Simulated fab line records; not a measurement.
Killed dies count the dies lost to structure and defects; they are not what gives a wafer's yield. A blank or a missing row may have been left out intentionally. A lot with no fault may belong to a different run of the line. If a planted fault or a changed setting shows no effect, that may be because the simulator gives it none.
Which tool did it? + flow gf180mcu + Sampling: 13 lots, 39 wafers, 5 of 602 route steps

== WHAT EACH GAUGE READ, for each wafer ==
GF_DNWELL_TW_MEAS_09. Usual: DNWELL_TW gives 1344 (standard deviation 19).
| lot  | measured    | on           | DNWELL_TW      | flag |
|------|-------------|--------------|----------------|------|
| L598 | day 3 05:32 | filmMetro-04 | 1337 1334 1327 |      |
| L597 | day 3 05:50 | filmMetro-04 | 1339 1339 1334 |      |
| L600 | day 3 18:42 | filmMetro-01 | 1336 1341 1338 |      |
| L605 | day 4 14:08 | filmMetro-01 | 1341 1335 1337 |      |
| L610 | day 5 20:48 | filmMetro-03 | 1381 1382 1373 |      |
| L611 | day 6 02:29 | filmMetro-04 | 1344 1342 1344 |      |
| L612 | day 6 08:35 | filmMetro-04 | 1332 1336 1332 |      |
| L613 | day 6 08:54 | filmMetro-03 | 1378 1373 1378 |      |
| L614 | day 7 01:04 | filmMetro-03 | 1376 1378 1369 |      |
| L615 | day 7 09:12 | filmMetro-01 | 1337 1328 1328 |      |
| L617 | day 7 18:51 | filmMetro-03 | 1371 1371 1367 |      |
| L619 | day 8 07:43 | filmMetro-04 | 1347 1337 1343 |      |
| L620 | day 8 09:22 | filmMetro-01 | 1325 1324 1322 |      |

GF_DUAL_GATE_OVL_MEAS_11. Usual: DUAL_GATE_OVL gives -0.2 nm (standard deviation 1.5).
| lot  | measured     | on         | DUAL_GATE_OVL (nm) | flag |
|------|--------------|------------|--------------------|------|
| L598 | day 8 18:04  | overlay-02 | 0.6 0.1 0.8        |      |
| L597 | day 8 19:35  | overlay-02 | 0.2 0.4 -0.8       |      |
| L600 | day 9 08:05  | overlay-02 | -0.4 2.2 0.4       |      |
| L605 | day 10 11:33 | overlay-02 | - -0.6 -1.9        |      |
| L610 | day 12 04:58 | overlay-02 | 0.4 -2.0 -0.2      |      |
| L611 | day 12 10:52 | overlay-02 | 0.3 -1.1 -1.9      |      |
| L612 | day 12 20:43 | overlay-02 | 1.9 0.6 3.4        |      |
| L613 | day 12 20:53 | overlay-01 | -1.2 -0.1 -3.1     |      |
| L614 | day 13 21:32 | overlay-02 | -0.3 0.1 -2.0      |      |
| L615 | day 14 07:02 | overlay-02 | -0.8 -2.7 -1.8     |      |
| L617 | day 14 22:14 | overlay-01 | -2.1 -2.1 1.1      |      |
| L619 | day 15 12:10 | overlay-01 | 0.9 -1.0 0.4       |      |
| L620 | day 15 15:50 | overlay-02 | -1.7 -0.6 -0.9     |      |

GF_CONTACT_THK_MEAS_01. Usual: CONTACT_CVD_00_THK gives 299 nm (standard deviation 3.8).
| lot  | measured     | on           | CONTACT_CVD_00_THK (nm) | flag |
|------|--------------|--------------|-------------------------|------|
| L598 | day 15 14:23 | filmMetro-02 | 304 302 305             |      |
| L597 | day 15 18:24 | filmMetro-03 | 301 295 298             |      |
| L600 | day 16 09:52 | filmMetro-03 | 300 302 301             |      |
| L605 | day 17 21:40 | filmMetro-02 | 303 303                 |      |
| L610 | day 20 01:00 | filmMetro-02 | 301 293 297             |      |
| L611 | day 20 06:40 | filmMetro-03 | 298 302 302             |      |
| L612 | day 20 15:24 | filmMetro-03 | 298 302 309             |      |
| L613 | day 20 23:23 | filmMetro-03 | 296 297 296             |      |
| L614 | day 22 00:10 | filmMetro-02 | 294 292 296             |      |
| L615 | day 22 10:59 | filmMetro-03 | 296 303 299             |      |
| L617 | day 23 06:31 | filmMetro-03 | 302 298 300             |      |
| L619 | day 23 13:42 | filmMetro-01 | 304 298 299             |      |
| L620 | day 23 19:40 | filmMetro-03 | 303 301 299             |      |

== EACH LOT AND THE TOOL THAT RAN IT (in order: tool; ch and the chambers of the sampled wafers; start) ==
| lot  | GF_DUAL_GATE_DEVELOP_10          | GF_PSD_STRIP_10                     |
|------|----------------------------------|-------------------------------------|
| L598 | lithoTrack-01 ch 0, day 8 17:58  | plasmaAsher-04 ch 0,1, day 14 15:56 |
| L597 | lithoTrack-03 ch 0, day 8 19:26  | plasmaAsher-03 ch 0,1, day 14 19:50 |
| L600 | lithoTrack-03 ch 0, day 9 07:56  | plasmaAsher-01 ch 0,1, day 15 10:49 |
| L605 | lithoTrack-03 ch 0, day 10 11:26 | plasmaAsher-01 ch 1, day 16 21:43   |
| L610 | lithoTrack-02 ch 0, day 12 04:49 | plasmaAsher-03 ch 0,1, day 18 23:41 |
| L611 | lithoTrack-02 ch 0, day 12 10:43 | plasmaAsher-04 ch 0,1, day 19 05:32 |
| L612 | lithoTrack-02 ch 0, day 12 20:38 | plasmaAsher-03 ch 0,1, day 19 14:49 |
| L613 | lithoTrack-01 ch 0, day 12 20:44 | plasmaAsher-04 ch 0,1, day 19 21:34 |
| L614 | lithoTrack-03 ch 0, day 13 21:26 | plasmaAsher-01 ch 0,1, day 20 22:52 |
| L615 | lithoTrack-03 ch 0, day 14 06:53 | plasmaAsher-01 ch 0,1, day 21 09:46 |
| L617 | lithoTrack-01 ch 0, day 14 22:07 | plasmaAsher-01 ch 0,1, day 22 05:38 |
| L619 | lithoTrack-02 ch 0, day 15 12:01 | plasmaAsher-01 ch 0,1, day 22 13:58 |
| L620 | lithoTrack-03 ch 0, day 15 15:41 | plasmaAsher-03 ch 0,1, day 22 19:31 |
- GF_DUAL_GATE_DEVELOP_10: develop time 60 s.
- GF_PSD_STRIP_10: strips in O2/N2.

== AS READ BY THE TOOLS THEMSELVES (means over the sampled wafers that have a number; for cases with no such wafer, the mark the record gives instead) ==
GF_DUAL_GATE_DEVELOP_10. Usual: exhaustPa 45.1 Pa, standard deviation 0.92.
| lot  | tool          | exhaustPa (Pa) | flag |
|------|---------------|----------------|------|
| L598 | lithoTrack-01 | 44.9           |      |
| L597 | lithoTrack-03 | 44.6           |      |
| L600 | lithoTrack-03 | 45.1           |      |
| L605 | lithoTrack-03 | 46.1           |      |
| L610 | lithoTrack-02 | 44.4           |      |
| L611 | lithoTrack-02 | 46.1           |      |
| L612 | lithoTrack-02 | 44.8           |      |
| L613 | lithoTrack-01 | 44.4           |      |
| L614 | lithoTrack-03 | 45.5           |      |
| L615 | lithoTrack-03 | 43.8           |      |
| L617 | lithoTrack-01 | 45.1           |      |
| L619 | lithoTrack-02 | 45.0           |      |
| L620 | lithoTrack-03 | 44.2           |      |

GF_PSD_STRIP_10. Usual: drypumpMotorCurrentA 5.9 A, standard deviation 0.33; heaterPowerW 319 W, standard deviation 39; o2FlowSccm 3001 sccm, standard deviation 9; oesProductAu 0.592 a.u., standard deviation 0.005; stripTimeToEndpointS 16.53 s, standard deviation 0.035.
| lot  | tool           | drypumpMotorCurrentA (A) | heaterPowerW (W) | o2FlowSccm (sccm) | oesProductAu (a.u.) | stripTimeToEndpointS (s) | flag |
|------|----------------|--------------------------|------------------|-------------------|---------------------|--------------------------|------|
| L598 | plasmaAsher-04 | 5.7                      | 377              | 3003              | 0.597               | 16.52                    |      |
| L597 | plasmaAsher-03 | 6.4                      | 310              | 2983              | 0.592               | 16.50                    |      |
| L600 | plasmaAsher-01 | 5.8                      | 296              | 2989              | 0.595               | 16.53                    |      |
| L605 | plasmaAsher-01 | 5.5                      | 303              | 2997              | 0.593               | 16.48                    |      |
| L610 | plasmaAsher-03 | 6.1                      | 307              | 2991              | 0.594               | 16.56                    |      |
| L611 | plasmaAsher-04 | 5.7                      | 371              | 2999              | 0.588               | 16.58                    |      |
| L612 | plasmaAsher-03 | 6.3                      | 304              | 3001              | 0.594               | 16.54                    |      |
| L613 | plasmaAsher-04 | 5.7                      | 341              | 3001              | 0.592               | 16.55                    |      |
| L614 | plasmaAsher-01 | 5.7                      | 293              | 2999              | 0.591               | 16.48                    |      |
| L615 | plasmaAsher-01 | 5.7                      | 293              | 2995              | 0.588               | 16.53                    |      |
| L617 | plasmaAsher-01 | 5.8                      | 295              | 3001              | 0.588               | 16.55                    |      |
| L619 | plasmaAsher-01 | 5.6                      | 288              | 3012              | 0.597               | 16.50                    |      |
| L620 | plasmaAsher-03 | 6.3                      | 301              | 3006              | 0.595               | 16.47                    |      |

== THE ANSWER, worked out from the rows above alone ==
Rule: lot off if the mean of its wafers having a number is beyond 3 standard deviations from the usual mean. A lot without any number at a reading at which 4 lots or more have one is off too. All remaining lots with rows at the step are treated as sound. First the gauges in route order, then the tools' own readings, where a lot's mean is used as printed above. At the first step where some lot is off, the reading lying furthest off is the one used; lots without a number count as furthest.
Across all readings shown, no lot is off: no conclusion can be drawn from this.

== WHAT WAS PUT IN BY THE SIMULATOR ==
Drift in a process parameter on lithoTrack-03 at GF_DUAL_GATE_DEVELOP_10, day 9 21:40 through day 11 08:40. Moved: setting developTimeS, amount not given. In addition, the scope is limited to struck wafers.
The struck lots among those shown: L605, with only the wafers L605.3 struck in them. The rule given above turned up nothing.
